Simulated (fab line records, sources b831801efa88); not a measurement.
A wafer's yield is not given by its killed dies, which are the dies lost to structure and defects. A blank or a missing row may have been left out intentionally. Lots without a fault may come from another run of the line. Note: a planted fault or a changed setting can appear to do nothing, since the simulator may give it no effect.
Shared-tool check    flow sfq-line    Sampled: 14 lots, 42 wafers

REASON IT WAS OPENED
Of 14 lots, 2 have the reading M1_NB_RS flagged at SFQ_M1_RS_MEAS_909. Fault-free wafers read 0.890 ohm/sq, with a standard deviation of 0.012.
Rule: flag the lot when none of its wafers has a number, or when each of its wafers that has one lies beyond 4 standard deviations from that mean. As for the other lots, they are considered sound.

lot   measured      on             M1_NB_RS (ohm/sq), wafer by wafer  flag
L777  day 19 22:57  film-metro-03  0.880 0.895 0.884                  
L778  day 20 09:10  film-metro-03  0.886 0.883 0.905                  
L779  day 20 21:16  film-metro-02  0.900 0.909 0.911                  
L780  day 20 23:43  film-metro-03  0.874 0.880 0.904                  
L783  day 21 09:17  film-metro-02  0.890 0.902 0.890                  
L784  day 21 11:54  film-metro-03  0.890 0.885 0.889                  
L785  day 21 15:32  film-metro-01  0.907 0.880 0.885                  
L787  day 21 22:38  film-metro-03  0.883 0.884 0.886                  
L790  day 24 02:11  film-metro-02  0.874 0.863 0.877                  
L791  day 24 09:23  film-metro-03  0.876 0.883 0.882                  
L797  day 26 18:41  film-metro-03  0.894 0.879 0.901                  
L798  day 27 01:44  film-metro-01  1.008 1.017 1.009                  FLAGGED
L799  day 28 04:11  film-metro-01  1.013 1.029 1.036                  FLAGGED
L800  day 28 11:25  film-metro-01  0.907 0.890 0.897                  
Average over the flagged lots: 1.019 ohm/sq; offset from the usual +0.129 ohm/sq, equal to +11 standard deviations.

WHICH TOOL EACH LOT WENT THROUGH
The record holds 1 process step before the reading, out of a route of 325 steps. Every cell lists first the tool, next ch and the chambers used by the sampled wafers, and last the start.
lot   flag     SFQ_TRILAYER_M1_DEP_SPUTTER_037
L777           pvd-sputter-05, day 19 22:50
L778           pvd-sputter-06, day 20 09:02
L779           pvd-sputter-04, day 20 21:10
L780           pvd-sputter-06, day 20 23:34
L783           pvd-sputter-04, day 21 09:10
L784           pvd-sputter-05, day 21 11:46
L785           pvd-sputter-06, day 21 15:27
L787           pvd-sputter-06, day 21 22:32
L790           pvd-sputter-06, day 24 02:05
L791           pvd-sputter-04, day 24 09:17
L797           pvd-sputter-04, day 26 18:35
L798  FLAGGED  pvd-sputter-05, day 27 01:37
L799  FLAGGED  pvd-sputter-05, day 28 04:06
L800           pvd-sputter-04, day 28 11:18
What is done by these steps:
- SFQ_TRILAYER_M1_DEP_SPUTTER_037: material Nb, target thk 200 nm, time 133.3 s.
- SFQ_M1_RS_MEAS_909: measures by four-point-probe.

FLAGGED AGAINST TOTAL, ONE TOOL AT A TIME (gauges that did the reading follow at the end)
step                             tool            lots run  flagged  share of the flagged lots  sound lots run after its first flagged lot
SFQ_TRILAYER_M1_DEP_SPUTTER_037  pvd-sputter-04  5         0        none                       -
SFQ_TRILAYER_M1_DEP_SPUTTER_037  pvd-sputter-05  4         2        all                        0
SFQ_TRILAYER_M1_DEP_SPUTTER_037  pvd-sputter-06  5         0        none                       -
SFQ_M1_RS_MEAS_909               film-metro-01   4         2        all                        1 (L800)
SFQ_M1_RS_MEAS_909               film-metro-02   3         0        none                       -
SFQ_M1_RS_MEAS_909               film-metro-03   7         0        none                       -

WHAT IS ALLOWED BY THE TABLE
pvd-sputter-05 at SFQ_TRILAYER_M1_DEP_SPUTTER_037 and film-metro-01 at SFQ_M1_RS_MEAS_909 are the 2 rows of the table that ran each flagged lot.
- pvd-sputter-05 at SFQ_TRILAYER_M1_DEP_SPUTTER_037: 2 of its 4 lots flagged. A fault beginning between L784 (day 21 11:46), its last sound lot, and L798 (day 27 01:37), its first flagged one, fits the data.
- film-metro-01 at SFQ_M1_RS_MEAS_909: 2 of its 4 lots flagged. Sound lots ran on it after the first flagged one (L800), which a lasting fault on the whole tool wouldn't allow.
Left over: one tool, pvd-sputter-05 at SFQ_TRILAYER_M1_DEP_SPUTTER_037.

WHAT WAS PUT IN BY THE SIMULATOR
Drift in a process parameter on pvd-sputter-05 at SFQ_TRILAYER_M1_DEP_SPUTTER_037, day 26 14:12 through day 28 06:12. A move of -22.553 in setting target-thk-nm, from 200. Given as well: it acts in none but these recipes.
Struck lots among those shown: L798, L799. The rule above found the same.
